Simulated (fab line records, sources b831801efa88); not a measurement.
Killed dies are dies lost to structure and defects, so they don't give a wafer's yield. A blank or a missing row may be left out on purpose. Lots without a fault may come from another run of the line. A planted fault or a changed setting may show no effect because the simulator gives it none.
Which tool did it? | flow gf180mcu | 6 lots, 17 wafers sampled, at 2 steps of a route of 602

WHAT THE GAUGES READ, wafer by wafer
GF_M1_THK_MEAS_06: measures by xrf.
lot  | measured     | on            | M1_ALCU_THK (nm)
L154 | day 16 10:16 | film_metro-01 | 458 463 467
L156 | day 17 02:01 | film_metro-04 | 448 455 456
L158 | day 18 01:14 | film_metro-04 | 457 456 453
L168 | day 21 19:27 | film_metro-02 | 466 459
L170 | day 22 09:49 | film_metro-01 | 460 460 457
L173 | day 23 05:10 | film_metro-04 | 464 462 455

WHICH TOOL RAN EACH LOT (tool, then ch and the chambers of the sampled wafers, then the start)
lot  | GF_SALICIDE_SPUTTER_03
L154 | pvd_sputter-03, day 15 09:36
L156 | pvd_sputter-02, day 16 01:20
L158 | pvd_sputter-03, day 16 20:50
L168 | pvd_sputter-01, day 20 16:30
L170 | pvd_sputter-03, day 21 07:19
L173 | pvd_sputter-03, day 22 03:20
- GF_SALICIDE_SPUTTER_03: material TiN, target thk 20 nm, time 16.7 s.

THE ANSWER, worked out from the rows above alone
Rule: what is usual is taken from the lots themselves. Put in order of their means at a reading, lots are off if they are a third of the lots or fewer, leave a main group of 4 or more, and stand apart from it by a gap of 3 or more times the standard deviation of the main group's means; of several such gaps the widest counts. A main group whose means are all the same, to the digits that the tables above print for the reading, isn't used. A lot without any number at a reading at which 4 lots or more have one is off too. The other lots that the step has rows for count as sound.
No lot is off at any reading shown: from this, nothing can be told.

WHAT THE SIMULATOR HAD PUT IN
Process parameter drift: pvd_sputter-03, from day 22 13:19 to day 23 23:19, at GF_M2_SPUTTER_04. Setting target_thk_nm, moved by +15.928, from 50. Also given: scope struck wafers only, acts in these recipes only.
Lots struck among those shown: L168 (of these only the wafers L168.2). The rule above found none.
